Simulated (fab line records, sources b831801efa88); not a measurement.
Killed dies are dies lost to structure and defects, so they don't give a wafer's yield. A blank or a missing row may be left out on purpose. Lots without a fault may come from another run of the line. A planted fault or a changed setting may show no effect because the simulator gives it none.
Problem report in the 8D (eight disciplines) form, filled by code | flow sky130 | the parts of the form that need people (team, actions taken, sign-off) are left out

1. THE PROBLEM
beam_energy_keV at SKY_LDD_N_IMPLANT_10 reads a mean of 19.762 on 6 wafers of 2 lots; wafers without a fault read 19.999 with a standard deviation of 0.007. That is -34 standard deviations from the usual mean.
First seen on wafer L971.2, day 20 20:53, on implanter-03. The record holds 18 wafers of 6 lots with a number at this step. Rule for "out", or "out of limits": more than 4 standard deviations from the usual mean. The other wafers with a number count as sound.

2. WHAT IT IS AND WHAT IT IS NOT
question                    | is                     | is not
which readings at this step | beam_energy_keV        | beam_on_s
which lots                  | L971, L973             | L965, L981, L982, L987
which wafers of those lots  | all that have a number | -
read on which tools         | implanter-03           | implanter-01, implanter-04
when                        | from day 20 20:53      | up to then (3 sound wafers); but 9 sound wafers of L981, L982, L987 came after

3. SUSPECTS, AND WHAT RULES EACH OUT
Counting: a tool at a process step up to the reading stays a suspect if it ran every lot that is out and no sound lot after the first of them.
- implanter-03 at SKY_LDD_N_IMPLANT_10: ruled out as a lasting fault. Sound lots L987 ran on it after its first lot that is out, L971 (day 20 20:53).
Left after counting: nothing in the record.

4. THE CAUSE (what the simulator had put in)
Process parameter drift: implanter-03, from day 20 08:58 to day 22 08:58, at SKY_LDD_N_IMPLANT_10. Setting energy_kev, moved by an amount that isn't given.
Counting ruled it out, wrongly.

5. THE CHAIN OF EFFECTS, in route order
Each row: a reading whose mean over the struck wafers that have a number lies more than 3 standard deviations from the usual. Only readings for which the record gives a usual standard deviation are gone through. hours: the time from each lot's start at the first step in this table that gives one to its start at this step, as a median over the lots. sigmas: the change in usual standard deviations.
hours | step                 | reading         | usual  | on struck wafers | change | sigmas
0     | SKY_LDD_N_IMPLANT_10 | beam_energy_keV | 19.999 | 19.762           | -0.237 | -34
The process steps in it:
- SKY_LDD_N_IMPLANT_10

6. WHAT WOULD HAVE CAUGHT IT SOONER
In this record the first reading out of limits was taken at day 20 20:53, 12 hours after the fault began at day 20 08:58.
